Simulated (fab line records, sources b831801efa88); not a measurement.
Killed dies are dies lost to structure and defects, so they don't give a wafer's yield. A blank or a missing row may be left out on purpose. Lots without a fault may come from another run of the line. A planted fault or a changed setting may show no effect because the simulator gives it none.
fab line records | flow sky130
record lots=6 wafers=18 last_day=50
route steps=708 shown VIA4@650 METAL5@661 PAD_OPEN@708
lots that met no fault: from a run of the same line without faults
start_h: hours from the record's first day to the start of the lot's first wafer shown | wait_h: hours since the lot's step before | " the same as in the row above | L1.1+2: a row that stands for several wafers | - no value, or no start given | * or withheld: withheld | < > ~ a bound
route shown NAME@n: a module of which the file shows steps, and the number in the route of the first | usual: mean/standard deviation of fault-free wafers | same: alike in all rows | chamber/n: place in a boat | sites: the reading at each site | _std_site: their standard deviation | _edge_site: outer sites' mean less inner sites' | radius_mm: how far each site lies from the wafer's centre | mask NAME#n: copy n | behind: the tool/chamber that last shaped the wafer | hold: why the lot was held/for how many hours/how that ended | device: the transistor (n, p or np) that didn't switch | end of line: the same wafers' tests at the end of the route | a step without rows: its recipe alone | killed: dies lost to structure and defects at the first sort, not the wafer's yield | map: a wafer's dies, x killed, . not, _ none there
set.NAME: the setting as run; set.NAME@STEP: as run at that earlier step | model.NAME: the simulator's own value behind a step, which no gauge read
lots at some steps of the route; a table a step, a row a wafer
services: from which hour (start_h, from the record's first day; less than 0 if before it) a tool's chamber was out of use, for how many hours, and why
## steps
# step SKY_VIA4_OVL_MEAS_11
# usual VIA4_OVL=-0.5/1.2
# columns lot.wafer tool chamber start_h wait_h VIA4_OVL[nm]
L290.2 overlay-01 - 1048.74 0.1 -4.0
L290.3 " - " " -1.4
L290.4 " - " " -0.6
L293.1 overlay-01 - 1059.73 0.1 -0.8
L293.3 " - " " -2.0
L293.5 " - " " -0.4
L302.1 overlay-02 - 1112.05 0.1 0.2
L302.3 " - " " -0.8
L302.6 " - " " -1.3
L306.2 overlay-02 - 1131.87 0.1 0.2
L306.3 " - " " -0.2
L306.4 " - " " 0.4
L307.2 overlay-01 - 1142.89 0.1 0.0
L307.4 " - " " -0.1
L307.5 " - " " 0.5
L308.2 overlay-01 - 1143.72 0.1 -0.5
L308.3 " - " " -1.1
L308.4 " - " " -1.5
# step SKY_VIA4_ETCH_12
# recipe target=SiO2 chemistry=C4F8/O2/Ar stop_on=TiN mask_material=NOVOLAK source_w=1500 bias_w=1200 pressure_mtorr=40 c4f8_flow_sccm=withheld O2_flow_sccm=6 Ar_flow_sccm=300 time_s=withheld target_depth_a=5800
# usual oes_product_au=0.926/0.0044 rf_fwd_power_W=1490/5.7
# columns lot.wafer tool chamber start_h wait_h oes_product_au rf_fwd_power_W
L290.2 rie_diel-02 0 1048.77 0.0 0.927 1490
L290.3 " 1 " " 0.922 1490
L290.4 " 3 " " 0.930 1486
L293.1 rie_diel-04 3 1059.77 0.0 0.920 1494
L293.3 " 2 " " 0.922 1485
L293.5 " 1 " " 0.926 1486
L302.1 rie_diel-01 0 1112.09 0.0 0.927 1495
L302.3 " 1 " " 0.922 1492
L302.6 " 1 " " 0.924 1497
L306.2 rie_diel-02 0 1131.90 0.0 0.925 1490
L306.3 " 3 " " 0.932 1490
L306.4 " 1 " " 0.924 1513
L307.2 rie_diel-01 0 1142.92 0.0 0.927 1489
L307.4 " 3 " " 0.930 1480
L307.5 " 3 " " 0.928 1485
L308.2 rie_diel-02 0 1143.75 0.0 0.929 1490
L308.3 " 1 " " 0.933 1487
L308.4 " 3 " " 0.930 1488
# step SKY_VIA4_STRIP_13
# recipe chemistry=O2/N2 power_w=1400 pressure_mtorr=1500 platen_temp_c=withheld o2_flow_sccm=3000 n2_flow_sccm=300 overash_fraction=0.5
# usual drypump_motor_current_A=5.78/0.13 oes_product_au=0.709/0.0045 strip_time_to_endpoint_s=12.805/0.026
# columns lot.wafer tool chamber start_h wait_h drypump_motor_current_A oes_product_au rf_hours_counter_h strip_time_to_endpoint_s
L290.2 plasma_asher-03 1 1048.84 - 5.57 0.719 88 12.817
L290.3 " 0 " " 6.04 0.712 - 12.748
L290.4 " 1 " " 5.58 0.708 - 12.786
L293.1 plasma_asher-04 0 1059.84 - 5.70 0.715 63 12.844
L293.3 " 1 " " 5.80 0.710 - 12.810
L293.5 " 0 " " 5.69 0.709 - 12.803
L302.1 plasma_asher-03 0 1112.16 - 6.06 0.699 94 12.809
L302.3 " 1 " " 5.55 0.705 - 12.802
L302.6 " 1 " " 5.56 0.704 - 12.787
L306.2 plasma_asher-04 1 1131.97 - 5.83 0.713 70 12.778
L306.3 " 1 " " 5.80 0.706 - 12.820
L306.4 " 0 " " 5.67 0.708 - 12.785
L307.2 plasma_asher-04 1 1142.99 - 5.80 0.705 71 12.799
L307.4 " 0 " " 5.66 0.707 - 12.776
L307.5 " 0 " " 5.71 0.703 - 12.785
L308.2 plasma_asher-04 1 1143.82 - 5.78 0.710 71 12.791
L308.3 " 0 " " 5.72 0.711 - 12.822
L308.4 " 1 " " 5.79 0.708 - 12.796
# step SKY_VIA4_STRIP_14
# recipe chemistry=post_etch_residue_remover time_s=1200 temp_c=72.5
# step SKY_VIA4_CLEAN_15
# recipe chemistry=IPA time_s=180 temp_c=25
# step SKY_VIA4_CLEAN_16
# recipe chemistry=O3/DIW dry=n2_spin
# step SKY_VIA4_SPUTTER_17
# recipe material=TiN target_thk_nm=20 chamber_pressure_pa=5 power_w=4000 time_s=80
# step SKY_VIA4_CVD_18
# recipe material=W target_thk_nm=505 time_s=152.14 temp_c=402.1 pressure_torr=40
# usual heater_power_outer_w=577/36 heater_power_w=916/18
# columns lot.wafer tool chamber start_h wait_h heater_power_outer_w heater_power_w
L290.2 cvd_w-02 1 1049.98 0.0 623 922
L290.3 " 0 " " 536 891
L290.4 " 1 " " 623 916
L293.1 cvd_w-01 1 1060.93 0.0 548 919
L293.3 " 1 " " 546 893
L293.5 " 0 " " 600 928
L302.1 cvd_w-01 1 1113.17 0.0 563 921
L302.3 " 0 " " 594 908
L302.6 " 1 " " 556 920
L306.2 cvd_w-02 0 1132.63 0.0 551 897
L306.3 " 1 " " 629 935
L306.4 " 0 " " 541 880
L307.2 cvd_w-02 0 1143.65 0.0 542 912
L307.4 " 1 " " 630 921
L307.5 " 0 " " 549 906
L308.2 cvd_w-01 0 1144.47 0.0 582 913
L308.3 " 1 " " 528 911
L308.4 " 0 " " 571 936
# step SKY_VIA4_RS_MEAS_19
# recipe thk_meas_gauge=four-point-probe reads=W_of_VIA4_CVD_18+TiN_of_VIA4_SPUTTER_17
# usual VIA4_W_RS=0.2189/0.0026
# columns lot.wafer tool chamber start_h wait_h VIA4_W_RS[ohm/sq]
L290.2 film_metro-01 - 1050.15 0.1 0.2205
L290.3 " - " " 0.2168
L290.4 " - " " 0.2189
L293.1 film_metro-03 - 1061.08 0.1 0.2183
L293.3 " - " " 0.2180
L293.5 " - " " 0.2196
L302.1 film_metro-01 - 1113.32 0.1 0.2210
L302.3 " - " " 0.2252
L302.6 " - " " 0.2222
L306.2 film_metro-03 - 1132.80 0.1 0.2148
L306.3 " - " " 0.2223
L306.4 " - " " 0.2130
L307.2 film_metro-01 - 1143.82 0.1 0.2164
L307.4 " - " " 0.2192
L307.5 " - " " 0.2160
L308.2 film_metro-03 - 1144.64 0.1 0.2186
L308.3 " - " " 0.2166
L308.4 " - " " 0.2216
# step SKY_VIA4_THK_MEAS_20
# recipe thk_meas_gauge=xrf reads=W_of_VIA4_CVD_18
# usual VIA4_W_THK=526/7.9
# columns lot.wafer tool chamber start_h wait_h VIA4_W_THK[nm]
L290.2 film_metro-01 - 1050.26 0.1 526
L290.3 " - " " 534
L290.4 " - " " 530
L293.1 film_metro-03 - 1061.20 0.1 521
L293.3 " - " " 524
L293.5 " - " " 522
L302.1 film_metro-01 - 1113.44 0.1 522
L302.3 " - " " 515
L302.6 " - " " 523
L306.2 film_metro-03 - 1132.91 0.1 533
L306.3 " - " " 517
L306.4 " - " " 537
L307.2 film_metro-01 - 1143.93 0.1 537
L307.4 " - " " 532
L307.5 " - " " 542
L308.2 film_metro-03 - 1144.75 0.1 523
L308.3 " - " " 530
L308.4 " - " " 517
# step SKY_VIA4_CMP_21
# recipe stop_on=SiO2 t_overpolish_s=25 down_force_psi=3.5 platen_rpm=60 target_thk_nm=0 pad_velocity_m_s=0.94248
# usual motor_current_A=10.5/0.77 overpolish_run_s=25.001/0.0088 time_to_endpoint_s=128/4.2
# same t_overpolish_s=25
# columns lot.wafer tool chamber start_h wait_h motor_current_A overpolish_run_s time_to_endpoint_s
L290.3 cmp-02 1 1050.83 0.5 10.3 25.005 130
L290.2 " 3 " " 10.0 24.994 121
L290.4 " 0 " " 11.1 25.017 125
L293.3 cmp-01 3 1061.26 0.0 9.0 24.984 126
L293.1 " 2 " " 11.3 25.006 122
L293.5 " 3 " " 9.1 25.014 128
L302.3 cmp-02 1 1113.55 0.1 10.6 25.011 128
L302.1 " 3 " " 10.8 25.000 127
L302.6 " 1 " " 10.4 25.007 130
L306.4 cmp-02 0 1132.96 0.0 11.0 24.997 139
L306.2 " 1 " " 10.6 24.987 142
L306.3 " 3 " " 10.4 25.007 131
L307.4 cmp-01 2 1143.98 0.0 10.6 24.977 127
L307.2 " 3 " " 8.6 24.991 130
L307.5 " 2 " " 10.2 25.002 125
L308.4 cmp-01 1 1144.85 0.1 9.5 25.001 128
L308.2 " 2 " " 11.0 25.024 125
L308.3 " 3 " " 8.8 25.001 127
# step SKY_METAL5_SPUTTER_00
# recipe material=Ti target_thk_nm=15 power_w=3000 time_s=10 chamber_pressure_pa=0.4
# step SKY_METAL5_SPUTTER_01
# recipe material=TiN target_thk_nm=20 power_w=6500 time_s=16.7 chamber_pressure_pa=0.4
# usual cathode_dc_power_W=6500.1/1.1 throttle_valve_pct=30.5/0.6
# columns lot.wafer tool chamber start_h wait_h cathode_dc_power_W throttle_valve_pct model.TiN_of_METAL5_SPUTTER_01.thk_nm
L290.2 pvd_sputter-04 - 1051.15 0.0 6500.7 31.4 20.28
L290.3 " - " " 6501.5 29.7 20.35
L290.4 " - " " 6498.3 30.2 20.46
L293.1 pvd_sputter-03 - 1061.58 0.0 6500.5 31.3 20.28
L293.3 " - " " 6499.0 30.6 20.37
L293.5 " - " " 6498.3 30.8 20.35
L302.1 pvd_sputter-03 - 1113.82 0.0 5237.8 31.4 16.02
L302.3 " - " " 5237.8 29.7 16.08
L302.6 " - " " 5236.7 30.0 16.16
L306.2 pvd_sputter-04 - 1133.28 0.0 6497.9 31.3 20.23
L306.3 " - " " 6501.2 29.9 20
L306.4 " - " " 6500.3 29.6 20.07
L307.2 pvd_sputter-01 - 1144.30 0.0 6500.2 30.5 19.65
L307.4 " - " " 6500.5 30.5 19.84
L307.5 " - " " 6499.8 30.6 19.74
L308.2 pvd_sputter-03 - 1145.13 0.0 5236.7 30.7 16.08
L308.3 " - " " 5239.4 29.9 16.21
L308.4 " - " " 5237.8 31.2 16.46
# step SKY_METAL5_SPUTTER_02
# recipe material=AlCu target_thk_nm=1150 power_w=10600 time_s=61.2 chamber_pressure_pa=0.4
# usual cathode_dc_power_W=10600/1.7 throttle_valve_pct=30.5/0.59
# columns lot.wafer tool chamber start_h wait_h cathode_dc_power_W throttle_valve_pct
L290.2 pvd_sputter-04 - 1051.18 0.0 10603 31.2
L290.3 " - " " 10599 29.5
L290.4 " - " " 10600 29.9
L293.1 pvd_sputter-03 - 1061.61 0.0 10601 31.3
L293.3 " - " " 10599 30.9
L293.5 " - " " 10601 30.9
L302.1 pvd_sputter-03 - 1113.85 0.0 10599 31.4
L302.3 " - " " 10599 29.8
L302.6 " - " " 10598 30.1
L306.2 pvd_sputter-04 - 1133.31 0.0 10602 31.1
L306.3 " - " " 10600 30.3
L306.4 " - " " 10603 29.9
L307.2 pvd_sputter-01 - 1144.33 0.0 10600 30.5
L307.4 " - " " 10597 30.3
L307.5 " - " " 10601 30.4
L308.2 pvd_sputter-03 - 1145.15 0.0 10602 30.6
L308.3 " - " " 10601 29.9
L308.4 " - " " 10599 31.1
# step SKY_PAD_OPEN_PROBE_99
# usual defect_limited_yield=82.6/1.9 killed_at_M0_to_M3=43/6.9 killed_at_M4_up=3.0/1.8 killed_at_contacts=24/4.8 killed_at_front_end=15/4.5 killed_at_other=0.4/0.67 killed_dies=86/9.2 killed_open=46/6.9 killed_short=39/6 sort_bin_3_pad_short=0.8/0.39 sort_bin_5_function=10.2/1.3 sort_bin_6_memory=6.3/1.2 sort_n_pass=406/9.2 sort_yield_pct=82.6/1.9
# same gross_dies=492 killed_at_back_side=0 sort_bin_4_leakage[%]=0 sort_bin_8_speed[%]=0
# columns lot.wafer tool chamber start_h wait_h defect_limited_yield[%] killed_at_M0_to_M3 killed_at_M4_up killed_at_contacts killed_at_front_end killed_at_other killed_dies killed_open killed_short sort_bin_3_pad_short[%] sort_bin_5_function[%] sort_bin_6_memory[%] sort_n_pass sort_yield_pct[%]
L290.2 prober-02 - 1117.43 0.1 79.1 46 2 30 25 0 103 55 47 0.8 11.0 9.1 389 79.1
L290.3 prober-02 - 1117.48 0.2 80.3 52 5 21 17 2 97 53 42 0.6 10.4 8.7 395 80.3
L290.4 prober-02 - 1117.53 0.2 81.5 48 1 23 18 1 91 46 45 1.2 11.0 6.3 401 81.5
L293.1 prober-02 - 1126.47 0.1 83.7 36 2 29 12 1 80 41 39 1.0 9.8 5.5 412 83.7
L293.3 prober-02 - 1126.57 0.2 84.8 37 3 23 12 0 75 46 29 0.8 8.1 6.3 417 84.8
L293.5 prober-02 - 1126.67 0.2 85.0 36 2 17 19 0 74 37 36 1.0 8.9 5.1 418 85.0
L306.2 prober-01 - 1189.96 0.1 81.5 43 2 31 15 0 91 57 34 0.6 10.6 7.3 401 81.5
L306.3 prober-01 - 1190.01 0.2 83.5 40 2 24 15 0 81 46 35 1.0 9.6 5.9 411 83.5
L306.4 prober-01 - 1190.06 0.2 82.9 50 3 20 10 1 84 51 33 0 10.0 7.1 408 82.9
L307.2 prober-02 - 1198.39 0.1 85.6 33 5 19 13 1 71 41 30 0 8.1 6.3 421 85.6
L307.4 prober-02 - 1198.49 0.2 87.0 28 2 23 11 0 64 42 22 0.8 6.7 5.5 428 87.0
L307.5 prober-02 - 1198.54 0.2 81.3 42 5 22 20 3 92 41 48 0.6 12.2 5.9 400 81.3
# killed by level:class
L290.2 CONTACT:geometric_particle:open=12 VIA3:geometric_particle:open=10 VIA1:geometric_particle:open=10 POLY_GATE:geometric_particle:short=8 LI_CONTACT:geometric_particle:open=8 VIA1:geometric_particle:short=6 CONTACT:geometric_particle:short=6 VIA2:geometric_particle:open=6
L290.3 VIA1:geometric_particle:open=13 VIA2:geometric_particle:open=10 METAL2:geometric_particle:short=9 CONTACT:geometric_particle:short=7 LI_CONTACT:geometric_particle:open=6 VIA3:geometric_particle:open=6 POLY_GATE:geometric_particle:open=5 FIELD_ISO:geometric_particle:short=4
L290.4 VIA1:geometric_particle:open=16 LI_CONTACT:geometric_particle:open=7 FIELD_ISO:geometric_particle:short=6 VIA1:geometric_particle:short=6 VIA3:geometric_particle:open=6 LI_CONTACT:geometric_particle:short=5 METAL2:geometric_particle:short=5 POLY_GATE:geometric_particle:open=4
L293.1 CONTACT:geometric_particle:open=8 VIA1:geometric_particle:open=8 CONTACT:geometric_particle:short=7 VIA3:geometric_particle:short=6 LI_CONTACT:geometric_particle:open=6 LOCAL_INTERCONNECT:geometric_particle:short=5 METAL2:geometric_particle:short=5 VIA2:geometric_particle:open=5
L293.3 CONTACT:geometric_particle:open=12 VIA1:geometric_particle:open=10 METAL2:geometric_particle:open=5 FIELD_ISO:geometric_particle:open=4 LOCAL_INTERCONNECT:geometric_particle:short=4 LI_CONTACT:geometric_particle:open=4 METAL3:geometric_particle:short=3 POLY_GATE:geometric_particle:short=3
L293.5 VIA1:geometric_particle:open=8 CONTACT:geometric_particle:open=7 POLY_GATE:geometric_particle:short=6 METAL1:geometric_particle:short=5 VIA2:geometric_particle:open=5 LI_CONTACT:geometric_particle:open=4 VIA2:geometric_particle:short=4 FIELD_ISO:geometric_particle:open=3
L306.2 VIA1:geometric_particle:open=16 LI_CONTACT:geometric_particle:open=13 CONTACT:geometric_particle:open=8 FIELD_ISO:geometric_particle:open=6 VIA1:geometric_particle:short=6 METAL1:geometric_particle:short=5 CONTACT:geometric_particle:short=5 VIA2:geometric_particle:open=4
L306.3 VIA1:geometric_particle:open=14 CONTACT:geometric_particle:open=12 FIELD_ISO:geometric_particle:open=6 METAL1:geometric_particle:short=5 METAL2:geometric_particle:short=5 METAL3:geometric_particle:short=5 POLY_GATE:geometric_particle:short=4 LOCAL_INTERCONNECT:geometric_particle:short=4
L306.4 VIA1:geometric_particle:open=16 VIA3:geometric_particle:open=8 CONTACT:geometric_particle:open=8 LI_CONTACT:geometric_particle:open=6 METAL1:geometric_particle:short=5 VIA2:geometric_particle:open=5 FIELD_ISO:geometric_particle:open=4 FIELD_ISO:geometric_particle:short=4
L307.2 VIA1:geometric_particle:open=10 LI_CONTACT:geometric_particle:open=6 VIA2:geometric_particle:open=6 CONTACT:geometric_particle:open=5 METAL2:geometric_particle:short=5 FIELD_ISO:geometric_particle:open=4 FIELD_ISO:geometric_particle:short=4 METAL1:geometric_particle:short=4
L307.4 CONTACT:geometric_particle:open=9 LI_CONTACT:geometric_particle:open=9 VIA1:geometric_particle:open=8 POLY_GATE:geometric_particle:open=5 VIA3:geometric_particle:open=5 METAL2:geometric_particle:short=4 VIA1:geometric_particle:short=4 FIELD_ISO:geometric_particle:short=3
L307.5 METAL2:geometric_particle:short=8 VIA2:geometric_particle:open=8 LOCAL_INTERCONNECT:geometric_particle:short=7 FIELD_ISO:geometric_particle:short=6 FIELD_ISO:geometric_particle:open=5 VIA1:geometric_particle:short=5 VIA1:geometric_particle:open=5 LI_CONTACT:geometric_particle:open=4
## services
# columns tool chamber start_h hours kind
rie_diel-01 0 1029.78 9.2 repair
cvd_w-01 1 1035.79 11.0 repair
plasma_asher-03 - 1040.01 7.5 repair
cmp-01 - 1048.94 4.9 pm
pvd_sputter-01 2 1052.17 - consumable_replace:kit
pvd_sputter-01 2 1052.17 18.0 scheduled_down
pvd_sputter-01 2 1052.17 18.0 vent_cycle
cvd_w-02 - 1054.81 3.5 repair
cmp-01 - 1068.51 13.0 pm
rie_diel-04 1 1079.70 3.9 repair
cmp-01 - 1084.13 4.0 pm
cmp-01 - 1088.13 - consumable_replace:conditioner
cmp-01 - 1088.13 - consumable_replace:pad
rie_diel-04 - 1089.70 14.6 pm
pvd_sputter-03 2 1101.12 - consumable_replace:kit
pvd_sputter-03 2 1101.12 18.0 scheduled_down
pvd_sputter-03 2 1101.12 18.0 vent_cycle
pvd_sputter-03 - 1106.45 4.1 repair
cvd_w-01 - 1109.22 2.8 pm
rie_diel-01 3 1110.90 - clean
pvd_sputter-04 2 1132.47 - consumable_replace:kit
pvd_sputter-04 2 1132.47 18.0 scheduled_down
pvd_sputter-04 2 1132.47 18.0 vent_cycle
pvd_sputter-04 - 1134.08 0.8 repair
## key
first_sign step=SKY_METAL5_SPUTTER_01 reading=cathode_dc_power_W direction=down sigmas=99+ usual=6500.1 struck=5237.7
effect none on later readings
model_effect step=SKY_METAL5_SPUTTER_01 value=TiN_of_METAL5_SPUTTER_01.thk_nm without=20.05 struck=16.17
met_at SKY_METAL5_SPUTTER_01
struck_wafers L302.1,L302.3,L302.6,L308.2,L308.3,L308.4
onset_between 1061.58 1113.82
fault kind=process_parameter_drift tool=pvd_sputter-03 chamber=- onset_h=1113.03 steps=SKY_METAL5_SPUTTER_01 channel=power_w offset=* shape=step end_h=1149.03 acts_in=* stated=*
